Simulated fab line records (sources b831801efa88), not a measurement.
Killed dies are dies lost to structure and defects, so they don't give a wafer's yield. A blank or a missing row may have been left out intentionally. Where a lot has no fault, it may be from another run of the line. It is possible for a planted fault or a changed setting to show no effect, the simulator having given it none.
fab line records	flow sky130
record: lots: 12	wafers: 36	last-day: 50
route steps=708 shown POLY_CUT@318 LI_CONTACT@365 LOCAL_INTERCONNECT@398 PAD_OPEN@708
lots that met no fault: taken from a fault-free run of the same line
start-h: hours from the record's opening day to when the first of the lot's shown wafers began	wait-h: time in hours since the lot's previous step	" repeats the value in the row above	L1.1+2: a row that stands for several wafers	- no value, or no start given	* or withheld: withheld	< > ~ a bound
route shown NAME@n: names a module that has steps shown in the file, with the first one's number in the route	usual: average and standard deviation across the fault-free wafers	same: alike in all rows	chamber/n: place in a boat	sites: the reading at each site	_std_site: their standard deviation	_edge_site: mean of outer sites minus mean of inner sites	radius-mm: for every site, how far away it sits from the centre of the wafer	mask NAME#n: copy n	behind: the tool/chamber that last shaped the wafer	hold: cause of the lot's hold/its duration in hours/its outcome	device: names the non-switching transistor (n, p or np)	end of line: the route-end tests of the same wafers	a step without rows: its recipe alone	killed: dies that structure and defects cost at the first sort, which is not the same as the wafer's yield	map: a wafer's dies, x killed, . not, _ none there
set.NAME: the setting that was run; set.NAME@STEP: the one run at that earlier step	model.NAME: the simulator's own value behind a step, which no gauge read
route steps across a sampled set of lots; one table per step, one row per wafer
services: from which hour (start-h, from the record's first day; less than 0 if before it) a tool's chamber was out of use, for how many hours, and why
== steps ==
step: SKY_POLY_CUT_ETCH_11
recipe: target: Si3N4	chemistry: CF4/CH2F2/Ar	stop-on: poly-Si	source-w: 600	bias-w: 150	pressure-mtorr: 40	cf4-flow-sccm: 40	ch2f2-flow-sccm: 20	Ar_flow_sccm: 150	time-s: 42.5	target-depth-a: 600
usual: drypump-motor-current-A: 5.8/0.32	mfc-ar-sccm: 150.0/0.48	oes-product-au: 0.832/0.008	throttle-valve-pct: 14.995/0.0092
lot.wafer	tool	chamber	start-h	wait-h	drypump-motor-current-A	mfc-ar-sccm	oes-product-au	rf-hours-counter-h	throttle-valve-pct
L841.3	rie-diel-02	0	619.54	0.0	5.9	150.1	0.824	15	15.001
L841.4	"	1	"	"	5.4	150.3	0.832	3	15.007
L841.6	"	2	"	"	5.1	150.2	0.833	-	14.995
L843.1	rie-diel-02	1	622.89	0.0	5.4	149.1	0.828	3	14.995
L843.3	"	3	"	"	5.5	150.0	0.825	1	14.997
L843.6	"	3	"	"	5.6	149.4	0.823	-	14.993
L844.1	rie-diel-04	0	623.84	0.0	6.3	149.7	0.825	41	14.986
L844.4	"	3	"	"	5.7	150.2	0.829	5	15.006
L844.5	"	3	"	"	5.8	150.0	0.820	-	14.978
L845.1	rie-diel-04	3	629.27	0.0	5.7	150.2	0.836	5	14.993
L845.2	"	1	"	"	6.2	149.5	0.832	7	14.999
L845.4	"	2	"	"	6.0	149.7	0.837	5	14.994
L846.3	rie-diel-04	3	635.70	0.0	5.7	149.9	0.836	5	15.007
L846.5	"	2	"	"	6.0	151.0	0.837	-	14.992
L846.6	"	3	"	"	5.7	150.8	0.826	-	14.998
L848.3	rie-diel-01	2	652.75	0.0	5.7	149.5	0.828	3	14.993
L848.4	"	3	"	"	6.0	150.8	0.820	18	14.981
L848.6	"	3	"	"	6.0	149.6	0.827	-	14.979
L847.1	rie-diel-04	1	655.67	0.0	6.2	149.8	0.831	8	14.976
L847.2	"	2	"	"	6.0	149.8	0.827	5	14.982
L847.5	"	3	"	"	5.7	150.2	0.828	-	14.995
L855.1	rie-diel-02	3	704.90	0.0	5.5	149.1	0.839	3	15.004
L855.3	"	2	"	"	5.1	150.4	0.846	5	14.985
L855.4	"	0	"	"	5.9	150.5	0.839	18	14.994
L856.3	rie-diel-01	1	714.02	0.0	5.4	150.2	0.832	7	14.980
L856.4	"	2	"	"	5.7	150.1	0.838	4	15.004
L856.6	"	1	"	"	5.4	149.4	0.828	-	14.984
L857.3	rie-diel-04	0	719.19	0.0	6.3	149.6	0.818	43	14.999
L857.4	"	3	"	"	5.7	150.0	0.835	7	14.986
L857.6	"	2	"	"	6.0	149.5	0.828	-	14.993
L858.1	rie-diel-02	1	723.52	0.0	5.4	150.4	0.839	5	15.008
L858.5	"	2	"	"	5.1	150.9	0.833	-	14.994
L858.6	"	3	"	"	5.5	149.7	0.838	-	14.984
L860.1	rie-diel-01	0	738.34	0.0	5.6	150.1	0.841	2	14.987
L860.4	"	3	"	"	6.0	150.1	0.843	20	14.994
L860.5	"	1	"	"	5.4	150.1	0.835	-	14.999
step: SKY_LI_CONTACT_BOW_MEAS_03
recipe: mode: bow
usual: LI_CONTACT_BOW: 58/6.2
lot.wafer	tool	chamber	start-h	wait-h	LI_CONTACT_BOW[um]
L841.3	film-metro-03	-	707.09	0.2	59
L841.4	"	-	"	"	58
L841.6	"	-	"	"	59
L843.1	film-metro-04	-	710.30	0.2	62
L843.3	"	-	"	"	62
L843.6	"	-	"	"	63
L844.1	film-metro-01	-	711.05	0.2	52
L844.4	"	-	"	"	61
L844.5	"	-	"	"	60
L845.1	film-metro-01	-	715.12	0.2	72
L845.2	"	-	"	"	66
L845.4	"	-	"	"	62
L846.3	film-metro-01	-	721.11	0.2	54
L846.5	"	-	"	"	58
L846.6	"	-	"	"	49
L848.3	film-metro-01	-	738.64	0.3	42
L848.4	"	-	"	"	58
L848.6	"	-	"	"	61
L847.1	film-metro-01	-	740.45	0.2	66
L847.2	"	-	"	"	45
L847.5	"	-	"	"	65
L855.1	film-metro-03	-	788.98	0.2	60
L855.3	"	-	"	"	42
L855.4	"	-	"	"	56
L856.3	film-metro-01	-	797.44	0.2	65
L856.4	"	-	"	"	55
L856.6	"	-	"	"	62
L857.3	film-metro-03	-	801.31	0.2	60
L857.4	"	-	"	"	51
L857.6	"	-	"	"	55
L858.1	film-metro-03	-	805.32	0.2	56
L858.5	"	-	"	"	57
L858.6	"	-	"	"	53
L860.1	film-metro-04	-	820.28	0.2	58
L860.4	"	-	"	"	63
L860.5	"	-	"	"	65
step: SKY_LI_CONTACT_STRIP_16
recipe: chemistry: O2/N2	power-w: 1400	pressure-mtorr: 1500	platen-temp-c: withheld	o2-flow-sccm: 3000	n2-flow-sccm: 300	overash-fraction: 0.5
usual: drypump-motor-current-A: 5.7/0.34	oes-product-au: 0.375/0.0045	overash-fraction: 0.5/0	strip-time-to-endpoint-s: 3.486/0.025
lot.wafer	tool	chamber	start-h	wait-h	drypump-motor-current-A	oes-product-au	overash-fraction	rf-hours-counter-h	strip-time-to-endpoint-s
L841.3	plasma-asher-04	1	734.71	-	5.6	0.374	0.5	-	3.455
L841.4	"	0	"	"	6.1	0.384	0.5	-	3.436
L841.6	"	1	"	"	5.6	0.369	0.5	-	3.447
L843.1	plasma-asher-04	0	738.15	-	6.2	0.371	0.5	86	3.487
L843.3	"	0	"	"	6.1	0.375	0.5	-	3.478
L843.6	"	0	"	"	6.1	0.374	0.5	-	3.476
L844.1	plasma-asher-01	0	738.63	-	5.1	0.374	0.5	33	3.502
L844.4	"	1	"	"	5.6	0.381	0.5	-	3.482
L844.5	"	1	"	"	5.5	0.380	0.5	-	3.470
L845.1	plasma-asher-04	0	742.70	-	6.1	0.375	0.5	87	3.464
L845.2	"	1	"	"	5.7	0.375	0.5	87	3.527
L845.4	"	1	"	"	5.6	0.385	0.5	-	3.508
L846.3	plasma-asher-04	1	748.26	-	5.6	0.377	0.7	-	3.517
L846.5	"	1	"	"	5.6	0.379	0.7	-	3.483
L846.6	"	0	"	"	6.1	0.377	0.5	-	3.478
L848.3	plasma-asher-04	1	766.04	-	5.7	0.373	0.7	-	3.483
L848.4	"	0	"	"	6.1	0.383	0.5	-	3.501
L848.6	"	0	"	"	6.1	0.378	0.5	-	3.533
L847.1	plasma-asher-01	0	767.77	-	5.1	0.368	0.5	36	3.484
L847.2	"	1	"	"	5.6	0.377	0.5	36	3.489
L847.5	"	0	"	"	5.1	0.376	0.5	-	3.495
L855.1	plasma-asher-04	1	816.63	-	5.6	0.380	0.5	94	3.437
L855.3	"	1	"	"	5.6	0.369	0.5	-	3.475
L855.4	"	0	"	"	6.1	0.371	0.5	-	3.485
L856.3	plasma-asher-04	1	824.86	-	5.6	0.380	0.5	-	3.510
L856.4	"	0	"	"	6.1	0.374	0.5	-	3.494
L856.6	"	0	"	"	6.1	0.372	0.5	-	3.514
L857.3	plasma-asher-04	1	827.81	-	5.7	0.375	0.5	-	3.477
L857.4	"	0	"	"	6.1	0.385	0.5	-	3.499
L857.6	"	0	"	"	6.1	0.375	0.5	-	3.468
L858.1	plasma-asher-04	0	832.43	-	6.2	0.373	0.5	96	3.448
L858.5	"	0	"	"	6.1	0.376	0.5	-	3.466
L858.6	"	1	"	"	5.6	0.383	0.5	-	3.527
L860.1	plasma-asher-04	1	847.15	-	5.7	0.378	0.5	97	3.483
L860.4	"	0	"	"	6.2	0.382	0.5	-	3.492
L860.5	"	1	"	"	5.6	0.379	0.5	-	3.490
step: SKY_LOCAL_INTERCONNECT_CD_MEAS_11
recipe: target-cd-nm: 170
usual: cd-nm: 170.3/1.1
lot.wafer	tool	chamber	start-h	wait-h	cd-nm
L841.3	cd-sem-02	-	763.23	-	169.2
L841.4	"	-	"	"	171.1
L841.6	"	-	"	"	170.9
L843.1	cd-sem-01	-	766.54	-	169.2
L843.3	"	-	"	"	170.0
L843.6	"	-	"	"	169.3
L844.1	cd-sem-01	-	766.69	-	170.4
L844.4	"	-	"	"	169.7
L844.5	"	-	"	"	169.2
L845.1	cd-sem-01	-	771.20	-	170.4
L845.2	"	-	"	"	169.8
L845.4	"	-	"	"	171.1
L846.3	cd-sem-02	-	776.13	-	168.8
L846.5	"	-	"	"	169.4
L846.6	"	-	"	"	169.2
L848.3	cd-sem-02	-	792.93	-	170.5
L848.4	"	-	"	"	169.8
L848.6	"	-	"	"	170.2
L847.1	cd-sem-01	-	795.75	-	170.6
L847.2	"	-	"	"	170.4
L847.5	"	-	"	"	170.4
L855.1	cd-sem-02	-	844.79	-	170.1
L855.3	"	-	"	"	170.2
L855.4	"	-	"	"	169.9
L856.3	cd-sem-02	-	852.29	-	169.2
L856.4	"	-	"	"	169.1
L856.6	"	-	"	"	168.8
L857.3	cd-sem-01	-	855.54	-	171.0
L857.4	"	-	"	"	170.5
L857.6	"	-	"	"	170.7
L858.1	cd-sem-02	-	859.30	-	170.0
L858.5	"	-	"	"	169.3
L858.6	"	-	"	"	169.5
L860.1	cd-sem-01	-	874.90	-	172.2
L860.4	"	-	"	"	170.2
L860.5	"	-	"	"	170.9
step: SKY_PAD_OPEN_PROBE_99
usual: killed_at_M0_to_M3: 43/6.5	killed_at_M4_up: 3.5/1.9	killed-at-contacts: 24/5.4	killed-at-front-end: 16/4.8	killed-at-other: 0.4/0.64	killed-dies: 87/9.4	killed-open: 47/7	killed-short: 40/6.3
same: gross-dies: 492	killed-at-back-side: 0
lot.wafer	tool	chamber	start-h	wait-h	killed_at_M0_to_M3	killed_at_M4_up	killed-at-contacts	killed-at-front-end	killed-at-other	killed-dies	killed-open	killed-short
L844.1	prober-02	-	1121.41	0.1	40	9	26	18	1	94	53	41
L844.4	prober-02	-	1121.56	0.2	43	0	14	18	1	76	39	37
L844.5	prober-02	-	1121.61	0.2	42	4	12	16	3	77	41	36
L843.1	prober-01	-	1123.01	0.1	33	4	31	21	0	89	53	34
L843.3	prober-01	-	1123.11	0.2	37	2	22	23	0	84	41	41
L843.6	prober-01	-	1123.26	0.2	42	2	18	10	0	72	42	29
L848.3	prober-01	-	1141.91	0.2	41	3	42	11	0	97	49	46
L848.4	prober-01	-	1141.96	0.2	35	6	36	12	0	89	58	30
L848.6	prober-01	-	1142.06	0.2	39	2	31	12	1	85	48	36
L847.1	prober-01	-	1143.31	0.1	45	3	27	10	1	86	38	47
L847.2	prober-01	-	1143.36	0.1	44	5	27	8	1	85	44	39
L847.5	prober-01	-	1143.51	0.2	42	4	26	15	0	87	49	37
L857.3	prober-02	-	1181.49	0.2	48	5	24	10	0	87	41	46
L857.4	prober-02	-	1181.54	0.2	51	5	32	17	0	105	63	42
L857.6	prober-02	-	1181.64	0.2	41	2	25	16	0	84	44	40
killed by level:class
L844.1 LI_CONTACT:geometric-particle:open=11 VIA1:geometric-particle:open=11 VIA2:geometric-particle:open=9 METAL4:geometric-particle:short=6 POLY_GATE:geometric-particle:short=5 FIELD_ISO:geometric-particle:open=4 LI_CONTACT:geometric-particle:short=4 LOCAL_INTERCONNECT:geometric-particle:short=4
L844.4 VIA1:geometric-particle:open=11 VIA2:geometric-particle:open=9 METAL2:geometric-particle:short=8 FIELD_ISO:geometric-particle:short=5 LI_CONTACT:geometric-particle:open=5 FIELD_ISO:geometric-particle:open=4 LI_CONTACT:geometric-particle:short=4 METAL1:geometric-particle:short=4
L844.5 VIA1:geometric-particle:open=16 FIELD_ISO:geometric-particle:short=6 VIA1:geometric-particle:short=6 FIELD_ISO:geometric-particle:open=5 POLY_GATE:geometric-particle:short=3 LI_CONTACT:geometric-particle:open=3 LOCAL_INTERCONNECT:geometric-particle:short=3 CONTACT:geometric-particle:open=3
L843.1 CONTACT:geometric-particle:open=11 VIA1:geometric-particle:open=9 VIA2:geometric-particle:open=7 VIA3:geometric-particle:open=7 FIELD_ISO:geometric-particle:open=6 LI_CONTACT:geometric-particle:open=6 LI_CONTACT:geometric-particle:short=5 LOCAL_INTERCONNECT:geometric-particle:short=5
L843.3 VIA1:geometric-particle:open=9 CONTACT:geometric-particle:open=8 METAL1:geometric-particle:short=8 FIELD_ISO:geometric-particle:short=7 CONTACT:geometric-particle:short=6 VIA3:geometric-particle:open=5 POLY_GATE:geometric-particle:short=4 LI_CONTACT:geometric-particle:open=4
L843.6 VIA1:geometric-particle:open=11 METAL1:geometric-particle:short=9 LI_CONTACT:geometric-particle:open=7 VIA2:geometric-particle:open=7 CONTACT:geometric-particle:open=6 METAL2:geometric-particle:short=4 LI_CONTACT:geometric-particle:short=3 VIA3:geometric-particle:open=3
L848.3 LI_CONTACT:geometric-particle:open=17 LOCAL_INTERCONNECT:geometric-particle:short=12 VIA1:geometric-particle:open=12 VIA1:geometric-particle:short=8 CONTACT:geometric-particle:open=7 METAL1:geometric-particle:short=4 FIELD_ISO:geometric-particle:short=3 POLY_GATE:geometric-particle:short=3
L848.4 CONTACT:geometric-particle:open=18 VIA1:geometric-particle:open=10 LI_CONTACT:geometric-particle:open=7 POLY_GATE:geometric-particle:short=6 LOCAL_INTERCONNECT:geometric-particle:short=5 METAL1:geometric-particle:short=5 METAL2:geometric-particle:short=5 VIA2:geometric-particle:open=5
L848.6 VIA1:geometric-particle:open=10 LI_CONTACT:geometric-particle:open=8 LOCAL_INTERCONNECT:geometric-particle:short=8 CONTACT:geometric-particle:open=7 VIA3:geometric-particle:open=6 VIA1:geometric-particle:short=5 FIELD_ISO:geometric-particle:short=4 FIELD_ISO:geometric-particle:open=4
L847.1 VIA1:geometric-particle:open=9 VIA2:geometric-particle:open=8 LOCAL_INTERCONNECT:geometric-particle:short=8 FIELD_ISO:geometric-particle:short=6 CONTACT:geometric-particle:open=6 VIA3:geometric-particle:open=6 LI_CONTACT:geometric-particle:open=5 CONTACT:geometric-particle:short=5
L847.2 LI_CONTACT:geometric-particle:open=11 CONTACT:geometric-particle:open=10 VIA1:geometric-particle:open=7 METAL2:geometric-particle:short=7 VIA1:geometric-particle:short=6 VIA2:geometric-particle:open=5 METAL1:geometric-particle:short=5 METAL4:geometric-particle:short=5
L847.5 LI_CONTACT:geometric-particle:open=9 VIA2:geometric-particle:open=8 VIA1:geometric-particle:open=8 CONTACT:geometric-particle:open=7 METAL2:geometric-particle:short=6 CONTACT:geometric-particle:short=5 VIA3:geometric-particle:open=5 FIELD_ISO:geometric-particle:open=4
L857.3 VIA1:geometric-particle:open=11 METAL2:geometric-particle:short=7 LI_CONTACT:geometric-particle:open=7 VIA1:geometric-particle:short=7 CONTACT:geometric-particle:open=6 METAL3:geometric-particle:short=5 METAL1:geometric-particle:short=5 VIA2:geometric-particle:open=4
L857.4 CONTACT:geometric-particle:open=16 VIA1:geometric-particle:open=9 METAL2:geometric-particle:short=8 VIA2:geometric-particle:open=8 POLY_GATE:geometric-particle:open=7 FIELD_ISO:geometric-particle:open=6 METAL1:geometric-particle:short=6 VIA3:geometric-particle:open=6
L857.6 LI_CONTACT:geometric-particle:open=8 VIA2:geometric-particle:open=8 CONTACT:geometric-particle:open=7 METAL2:geometric-particle:short=7 METAL1:geometric-particle:short=5 VIA1:geometric-particle:open=5 FIELD_ISO:geometric-particle:open=4 LOCAL_INTERCONNECT:geometric-particle:short=4
== services ==
tool	chamber	start-h	hours	kind
rie-diel-02	0	606.61	5.5	repair
rie-diel-01	0	607.15	-	clean
rie-diel-01	0	607.15	29.9	scheduled-down
rie-diel-01	0	607.15	29.9	vent-cycle
rie-diel-01	-	632.14	2.8	pm
plasma-asher-04	-	640.62	2.1	repair
plasma-asher-04	-	642.76	28.1	pm
rie-diel-01	1	675.72	4.3	repair
rie-diel-04	1	693.39	6.8	repair
plasma-asher-04	-	698.60	1.9	repair
plasma-asher-01	-	700.62	4.9	repair
rie-diel-04	-	708.68	0.3	repair
rie-diel-02	1	725.74	7.4	repair
rie-diel-04	1	732.00	4.7	repair
plasma-asher-04	-	739.16	1.3	repair
plasma-asher-01	-	750.92	2.8	pm
rie-diel-04	0	773.22	-	clean
rie-diel-04	0	773.22	24.6	scheduled-down
rie-diel-04	0	773.22	24.6	vent-cycle
plasma-asher-01	-	813.90	14.6	pm
rie-diel-01	3	814.68	4.2	repair
plasma-asher-04	-	817.59	1.6	repair
rie-diel-01	-	835.89	0.3	repair
plasma-asher-04	-	839.36	3.5	repair
== key ==
first-sign: step: SKY_LI_CONTACT_STRIP_16	reading: overash-fraction	direction: up	sigmas: 99+	usual: 0.5	struck: 0.7
effect none on later readings
met-at SKY_LI_CONTACT_STRIP_16
struck-lots L846,L848
struck-wafers L846.3,L846.5,L848.3
tester-left-out L846,L848
not-acting-at SKY_POLY_CUT_ETCH_11,SKY_LI_CONTACT_BOW_MEAS_03,SKY_LOCAL_INTERCONNECT_CD_MEAS_11
onset-between 742.70 748.26
fault: kind: process-parameter-drift	tool: plasma-asher-04	chamber: 1	onset-h: 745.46	steps: SKY_LI_CONTACT_STRIP_16	channel: overash-fraction	offset: 0.2	shape: step	end-h: 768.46	acts-in: these-recipes-only	stated: 0.5
tester-left-out: of these lots the tester's yield and bins aren't shown, on N5 and GAA mostly nor the transistor test; their killed dies are dies lost to structure and defects alone, not to doping, threshold or leakage, so they don't give the yield
